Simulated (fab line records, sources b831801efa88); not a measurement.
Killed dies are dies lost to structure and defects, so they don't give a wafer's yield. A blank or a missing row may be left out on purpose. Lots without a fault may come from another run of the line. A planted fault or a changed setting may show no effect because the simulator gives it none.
Which tool did it? | flow sky130 | 13 lots, 39 wafers sampled, at 5 steps of a route of 708

WHAT THE GAUGES READ, wafer by wafer
SKY_VT_ADJUST_HVTR_OVL_MEAS_08.
lot  | measured     | on         | VT_ADJUST_HVTR_OVL (nm)
L706 | day 9 08:28  | overlay-01 | 1.5 0.8 -0.4
L707 | day 9 19:16  | overlay-01 | -0.2 -1.1 -0.1
L708 | day 10 00:04 | overlay-02 | 1.3 -1.2 1.1
L710 | day 11 04:55 | overlay-01 | 2.5 2.3 2.5
L712 | day 12 00:31 | overlay-01 | -0.7 0.0 -2.4
L715 | day 12 18:50 | overlay-02 | -1.4 -1.6 0.7
L716 | day 13 07:47 | overlay-02 | -1.8 -2.3 -0.9
L718 | day 13 09:59 | overlay-02 | 2.1 1.2 0.3
L717 | day 13 10:22 | overlay-02 | -2.1 -0.6 0.0
L721 | day 14 00:14 | overlay-01 | 1.2 0.6 1.9
L725 | day 15 08:59 | overlay-01 | 2.1 1.4 0.2
L728 | day 16 09:14 | overlay-02 | 2.7 0.5 0.9
L729 | day 16 19:38 | overlay-02 | -0.8 1.3 1.3

SKY_SONOS_TUNNEL_OVL_MEAS_08.
lot  | measured     | on         | SONOS_TUNNEL_OVL (nm)
L706 | day 11 06:41 | overlay-01 | 0.0 0.2 1.1
L707 | day 11 18:59 | overlay-01 | 1.9 2.3 -0.8
L708 | day 12 00:26 | overlay-01 | 1.6 3.0 2.8
L710 | day 13 07:10 | overlay-02 | 1.5 0.8 -0.6
L712 | day 14 04:08 | overlay-02 | -0.3 1.6 2.9
L715 | day 14 22:29 | overlay-02 | 0.5 2.0 2.2
L716 | day 15 13:47 | overlay-02 | 0.6 0.2 0.2
L718 | day 15 16:14 | overlay-01 | 1.0 1.9 0.6
L717 | day 15 16:22 | overlay-02 | -0.4 1.5 0.5
L721 | day 16 08:14 | overlay-02 | -0.1 1.4 1.6
L725 | day 17 18:38 | overlay-01 | 3.0 3.1 1.1
L728 | day 18 20:02 | overlay-02 | 1.5 2.2 2.2
L729 | day 19 06:35 | overlay-02 | 1.4 0.8 0.2

SKY_SONOS_TUNNEL_TW_MEAS_12.
lot  | measured     | on            | SONOS_TUNNEL_TW
L706 | day 11 07:08 | film_metro-02 | 197.5 196.2 196.5
L707 | day 11 19:26 | film_metro-01 | 198.0 197.7 198.4
L708 | day 12 00:53 | film_metro-02 | 195.5 195.1 195.4
L710 | day 13 07:37 | film_metro-01 | 198.1 199.0 198.5
L712 | day 14 04:35 | film_metro-01 | 198.6 197.8 198.5
L715 | day 14 22:56 | film_metro-03 | 197.8 196.6 197.5
L716 | day 15 14:15 | film_metro-01 | 197.8 198.1 196.4
L718 | day 15 16:41 | film_metro-01 | 197.7 197.8 198.4
L717 | day 15 16:50 | film_metro-03 | 196.7 196.2 196.7
L721 | day 16 08:41 | film_metro-02 | 195.8 194.4 195.5
L725 | day 17 19:07 | film_metro-02 | 196.2 195.8 195.4
L728 | day 18 20:29 | film_metro-02 | 194.6 195.5 196.4
L729 | day 19 07:04 | film_metro-03 | 196.1 196.7 196.2

SKY_LDD_LDN_TW_MEAS_13.
lot  | measured     | on            | LDD_LDN_TW
L706 | day 22 18:53 | film_metro-04 | 1487 1486 1488
L707 | day 23 07:47 | film_metro-02 | 1478 1475 1472
L708 | day 23 19:47 | film_metro-02 | 1478 1476 1474
L710 | day 25 05:09 | film_metro-02 | 1477 1479 1473
L712 | day 25 21:33 | film_metro-02 | 1467 1471 1475
L715 | day 26 20:25 | film_metro-04 | 1513 1519 1515
L716 | day 27 14:19 | film_metro-02 | 1514 1507 1507
L718 | day 27 16:22 | film_metro-04 | 1487 1485 1492
L717 | day 27 16:18 | film_metro-02 | 1514 1511 1516
L721 | day 28 05:00 | film_metro-04 | 1476 1470 1474
L725 | day 29 14:46 | film_metro-04 | 1475 1472 1484
L728 | day 30 10:45 | film_metro-03 | 1482 1482 1478
L729 | day 31 05:57 | film_metro-04 | 1479 1481 1483

WHICH TOOL RAN EACH LOT (tool, then ch and the chambers of the sampled wafers, then the start)
lot  | SKY_LDD_LDN_IMPLANT_08
L706 | implanter-01 ch 0, day 22 18:11
L707 | implanter-01 ch 0, day 23 07:05
L708 | implanter-04 ch 0, day 23 19:05
L710 | implanter-03 ch 0, day 25 04:27
L712 | implanter-04 ch 0, day 25 20:52
L715 | implanter-01 ch 0, day 26 19:45
L716 | implanter-01 ch 0, day 27 13:38
L718 | implanter-03 ch 0, day 27 15:40
L717 | implanter-01 ch 0, day 27 15:36
L721 | implanter-03 ch 0, day 28 04:18
L725 | implanter-04 ch 0, day 29 14:04
L728 | implanter-01 ch 0, day 30 10:03
L729 | implanter-03 ch 0, day 31 05:16
- SKY_LDD_LDN_IMPLANT_08

WHAT THE TOOLS THEMSELVES READ (means of the sampled wafers that have a number; where no wafer has one, the mark that the record gives instead)
SKY_LDD_LDN_IMPLANT_08.
lot  | tool         | beam_energy_keV | faraday_current_uA
L706 | implanter-01 | 15.003          | 70.1
L707 | implanter-01 | 14.994          | 70.7
L708 | implanter-04 | 14.995          | 69.7
L710 | implanter-03 | 14.994          | 72.1
L712 | implanter-04 | 15.000          | 71.0
L715 | implanter-01 | 19.649          | 68.9
L716 | implanter-01 | 19.642          | 70.9
L718 | implanter-03 | 14.991          | 72.5
L717 | implanter-01 | 19.650          | 70.6
L721 | implanter-03 | 14.995          | 70.3
L725 | implanter-04 | 15.001          | 71.0
L728 | implanter-01 | 15.003          | 68.6
L729 | implanter-03 | 15.002          | 70.6

THE ANSWER, worked out from the rows above alone
Rule: what is usual is taken from the lots themselves. Put in order of their means at a reading, lots are off if they are a third of the lots or fewer, leave a main group of 4 or more, and stand apart from it by a gap of 3 or more times the standard deviation of the main group's means; of several such gaps the widest counts. A main group whose means are all the same, to the digits that the tables above print for the reading, isn't used. A lot without any number at a reading at which 4 lots or more have one is off too. The other lots that the step has rows for count as sound. The gauges are gone through in route order, then the tools' own readings, and for those a lot's mean is taken as printed above. The first step at which some lot is off is used, and at that step the reading that is off furthest; a lot without a number counts as furthest.
Off: L715, L716, L717, at SKY_LDD_LDN_TW_MEAS_13 (LDD_LDN_TW). The main group: mean 1479, standard deviation 5.3.
A tool fits if, at a process step before that reading, it ran every lot that is off, and no sound lot after the first of them. The gauges at SKY_LDD_LDN_TW_MEAS_13 aren't tried: what is off there is off at SKY_LDD_LDN_IMPLANT_08 too, on other tools, and a gauge's error can't cause that. None of those tried fits.

WHAT THE SIMULATOR HAD PUT IN
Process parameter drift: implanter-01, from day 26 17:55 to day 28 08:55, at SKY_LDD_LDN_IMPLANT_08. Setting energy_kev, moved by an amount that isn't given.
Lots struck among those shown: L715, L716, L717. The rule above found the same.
